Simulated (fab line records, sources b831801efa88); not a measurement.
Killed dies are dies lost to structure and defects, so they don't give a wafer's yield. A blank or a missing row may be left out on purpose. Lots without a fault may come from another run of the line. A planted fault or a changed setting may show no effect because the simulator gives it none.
Chamber matching | flow sky130 | SKY_VIA4_ETCH_12 on rie_diel-03: 4 sister chambers
The step etches SiO2 in C4F8/O2/Ar, stops on TiN, target depth 580 nm. 8 wafers are shown with their chamber, then 7 later ones without.

WAFERS WITH THEIR CHAMBER
wafer  | chamber | oes_product_au (a.u.)
L075.4 | 1       | 0.928
L081.2 | 2       | 0.925
L081.6 | 3       | 0.935
L088.1 | 2       | 0.921
L088.3 | 0       | 0.929
L088.4 | 3       | 0.928
L089.2 | 1       | 0.927
L089.3 | 0       | 0.928

WAFERS WITHOUT THEIR CHAMBER
wafer  | oes_product_au (a.u.)
L089.4 | 0.926
L091.2 | 0.919
L091.4 | 0.925
L091.5 | 0.929
L092.1 | 0.929
L092.2 | 0.920
L092.4 | 0.925

WHICH CHAMBER EACH WENT THROUGH
wafer  | from the rows above               | in truth
L089.4 | can't be placed: 1 or 0 or 2 or 3 | 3
L091.2 | can't be placed: 2 or 1 or 0      | 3
L091.4 | can't be placed: 2 or 1 or 0 or 3 | 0
L091.5 | can't be placed: 0 or 1 or 3 or 2 | 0
L092.1 | can't be placed: 0 or 1 or 3 or 2 | 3
L092.2 | can't be placed: 2 or 1 or 0      | 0
L092.4 | can't be placed: 2 or 1 or 0 or 3 | 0
Placed correctly: 0 of 7. Can't be placed from these rows: 7 (the true chamber is among the candidates in 6). Placed wrongly: 0.
How it was worked out, from the rows above alone: a wafer's distance from a chamber is the root of the sum, over the readings, of the square of ((its reading less the chamber's mean) divided by the reading's scatter). The wafer belongs to the nearest chamber; if the next one is less than 2 further off, it can't be placed. A chamber's mean is the mean of its shown wafers. The scatter: the root of (the sum of the squares of (reading less its chamber's mean) over the shown wafers, divided by (wafers less chambers)).
